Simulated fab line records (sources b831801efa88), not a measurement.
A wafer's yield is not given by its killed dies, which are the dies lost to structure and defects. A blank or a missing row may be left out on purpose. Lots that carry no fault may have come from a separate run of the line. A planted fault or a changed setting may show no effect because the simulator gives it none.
A single fault, viewed from 2 desks ; flow gf180mcu ; every desk sees just its own numbers, and what lay behind them comes last

## METROLOGY DESK
What the gauges read, lot by lot, whatever tool the lot ran on: means of the sampled wafers that have a number. Marked OUT: a lot whose mean sits more than 4 standard deviations from the usual mean, which makes it out of limits; the brackets give that distance.
Columns: A = M3_ALCU_RS at GF_M3_RS_MEAS_05, usual 0.0693 ohm/sq; B = V3_BOW at GF_V3_BOW_MEAS_05, usual 115 um; C = V3_OVL at GF_V3_OVL_MEAS_15, usual -2 nm
lot;first seen here;A;B;C
L179;day 20 12:23;0.0707;122;-4
L180;day 21 03:18;0.0697;116;0
L181;day 21 05:38;0.0695;103;-1
L183;day 22 08:29;0.0691;110;-12
L184;day 22 18:35;0.0685;118;4
L186;day 23 11:29;0.0696;101;0
L189;day 24 05:40;0.0689;98;5
L190;day 24 11:52;0.0689;88;-1
L191;day 25 03:49;0.0701;110;4
L192;day 25 09:29;0.0699;118;8
L198;day 26 20:56;0.0690;125;-5
L199;day 27 03:35;0.0694;115;-1
L200;day 27 15:13;0.0691;112;-0
Finding of this desk: none of the 13 lots has anything out of limits.

## THE TOOL OWNER'S DESK: pecvd-04
The tool's own readings at GF_V3_CVD_02 (deposits SiO2 from TEOS, target thk 850 nm, time 94.851 s): means of the sampled wafers that have a number, for each lot that ran on this tool. Marked OUT: a lot whose mean sits more than 4 standard deviations from the usual mean, which makes it out of limits; the brackets give that distance.
Columns: A = heater_power_outer_w at GF_V3_CVD_02, usual 407 W; B = heater_power_w at GF_V3_CVD_02, usual 679 W
lot;first seen here;A;B
L179;day 21 13:49;400;633
L180;day 22 03:48;431;680
L183;day 23 09:21;417;648
L184;day 23 18:28;411;647
L186;day 24 11:06;434;665
L191;day 26 02:16;405;644
L199;day 28 00:42;414;645
L200;day 28 11:22;376;610
Finding of this desk: none of the 8 lots has anything out of limits.

## TAKEN TOGETHER
From the metrology desk's view, nothing was out of limits.
Nothing out of limits was seen by the tool owner's desk.

## WHAT WAS PUT IN BY THE SIMULATOR
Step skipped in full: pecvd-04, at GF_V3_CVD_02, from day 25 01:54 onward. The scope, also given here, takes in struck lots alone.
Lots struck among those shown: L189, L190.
